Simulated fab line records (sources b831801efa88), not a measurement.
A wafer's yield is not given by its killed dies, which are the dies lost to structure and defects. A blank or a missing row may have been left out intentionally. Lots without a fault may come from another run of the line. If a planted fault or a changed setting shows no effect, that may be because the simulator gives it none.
Matching of chambers | flow sky130 | 4 sister chambers for SKY_CONTACT_CMP_04 on cmp-01
The step polishes SiO2. 20 wafers are shown with their chamber, then 10 later ones without.

## WAFERS PAIRED WITH THEIR CHAMBERS
wafer  | chamber | motor current A (A) | time to endpoint s (s)
L349.2 | 3       | 12.6                | 90
L349.4 | 0       | 14.6                | 92
L349.6 | 1       | 14.6                | 91
L350.1 | 3       | 12.2                | 86
L350.2 | 0       | 14.8                | 89
L350.3 | 1       | 14.1                | 91
L352.1 | 3       | 12.8                | 79
L352.4 | 0       | 14.5                | 86
L352.6 | 3       | 12.3                | 81
L357.2 | 0       | 13.7                | 77
L357.3 | 2       | 12.0                | 74
L357.5 | 2       | 12.6                | 76
L366.3 | 0       | 14.3                | 78
L366.5 | 2       | 12.6                | 76
L366.6 | 3       | 12.9                | 76
L368.1 | 1       | 14.0                | 83
L368.2 | 0       | 14.2                | 79
L368.4 | 2       | 12.2                | 81
L367.1 | 0       | 13.9                | 79
L367.4 | 3       | 12.6                | 74

SIGNATURES (averages over the wafers above)
reading            | chamber 0 | chamber 1 | chamber 2 | chamber 3 | scatter within a chamber
motor current A    | 14.286    | 14.233    | 12.350    | 12.567    | 0.332
time to endpoint s | 82.86     | 88.33     | 76.75     | 81.00     | 5.43
Rule: distance of a wafer from a chamber = root of the sum over the readings of ((wafer's reading minus chamber's mean) / reading's scatter) squared. The wafer belongs to the nearest chamber; if the next one is less than 2 further off, it can't be placed. The scatter: the root of (the sum of the squares of (reading less its chamber's mean) over the shown wafers, divided by (wafers less chambers)).

## WAFERS WITH NO CHAMBER GIVEN
wafer  | motor current A (A) | time to endpoint s (s)
L367.5 | 14.3                | 77
L369.1 | 12.2                | 87
L369.4 | 14.1                | 95
L369.5 | 14.6                | 95
L371.1 | 13.5                | 91
L371.4 | 13.9                | 89
L371.5 | 14.3                | 89
L370.2 | 14.3                | 88
L370.5 | 14.4                | 80
L370.6 | 14.1                | 86

## WHICH CHAMBER EACH WENT THROUGH
wafer  | from the rows above          | in truth
L367.5 | can't be placed: 0 or 1      | 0
L369.1 | can't be placed: 3 or 2      | 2
L369.4 | can't be placed: 1 or 0      | 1
L369.5 | can't be placed: 1 or 0      | 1
L371.1 | can't be placed: 1 or 0 or 3 | 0
L371.4 | can't be placed: 1 or 0      | 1
L371.5 | can't be placed: 1 or 0      | 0
L370.2 | can't be placed: 1 or 0      | 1
L370.5 | can't be placed: 0 or 1      | 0
L370.6 | can't be placed: 1 or 0      | 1
Placed correctly: 0 of 10. Cannot be placed on the basis of these rows: 10; the candidates contain the true chamber in 10. Number placed wrongly: 0.
